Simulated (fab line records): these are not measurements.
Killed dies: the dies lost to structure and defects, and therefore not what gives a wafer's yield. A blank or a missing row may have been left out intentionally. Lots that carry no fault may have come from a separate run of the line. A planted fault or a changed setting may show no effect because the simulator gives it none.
Which tool did it?	flow gf180mcu	route of 602 steps, sampled at 1 step: 15 lots, 45 wafers

## WHAT THE GAUGES SHOWED, per wafer
GF_STI_THK_MEAS_30.
lot	measured	on	STI_OXIDATION_02_THK (nm)
L801	day 2 06:40	film metro-03	9.74 9.87 9.88
L802	day 2 10:23	film metro-03	9.83 9.87 10.01
L804	day 2 21:57	film metro-02	9.54 9.64 9.64
L805	day 3 02:27	film metro-03	9.82 9.76 9.74
L806	day 3 06:32	film metro-01	9.92 9.79 9.77
L809	day 3 23:17	film metro-03	9.78 9.87 10.02
L811	day 4 09:01	film metro-01	9.74 9.70 9.67
L812	day 4 14:35	film metro-01	9.54 9.68 9.61
L813	day 4 19:14	film metro-03	10.23 9.96 10.00
L818	day 5 21:55	film metro-01	10.02 10.04 9.91
L819	day 6 03:17	film metro-02	9.94 9.82 9.98
L820	day 6 08:36	film metro-03	9.82 9.72 9.84
L822	day 6 18:17	film metro-03	9.72 9.52 9.52
L823	day 6 23:20	film metro-01	9.88 9.86 9.83
L824	day 7 05:41	film metro-01	9.78 9.92 9.78

## EACH LOT AND THE TOOL THAT RAN IT (in order: tool; ch and the chambers of the sampled wafers; start)
The record shows no process step preceding these readings.

## WHAT THE TOOLS THEMSELVES READ (means of the sampled wafers that have a number; where no wafer has one, the mark that the record gives instead)
The record holds no such reading with a usual standard deviation.

## THE ANSWER, worked out from the rows above alone
Rule: what is usual is taken from the lots themselves. Put in order of their means at a reading, lots are off if they are a third of the lots or fewer, leave a main group of 4 or more, and stand apart from it by a gap of 3 or more times the standard deviation of the main group's means; of several such gaps the widest counts. If all means in a main group match to the digits the tables above print for the reading, that group is not used. Also off: a lot with no number at a reading for which 4 or more lots have one. The other lots that the step has rows for count as sound. After the gauges, taken in route order, come the tools' own readings; for these a lot's mean is taken, as printed above. At the first step where some lot is off, the reading lying furthest off is the one used; lots without a number count as furthest.
Across all readings shown, no lot is off: no conclusion can be drawn from this.

## WHAT THE SIMULATOR HAD PUT IN
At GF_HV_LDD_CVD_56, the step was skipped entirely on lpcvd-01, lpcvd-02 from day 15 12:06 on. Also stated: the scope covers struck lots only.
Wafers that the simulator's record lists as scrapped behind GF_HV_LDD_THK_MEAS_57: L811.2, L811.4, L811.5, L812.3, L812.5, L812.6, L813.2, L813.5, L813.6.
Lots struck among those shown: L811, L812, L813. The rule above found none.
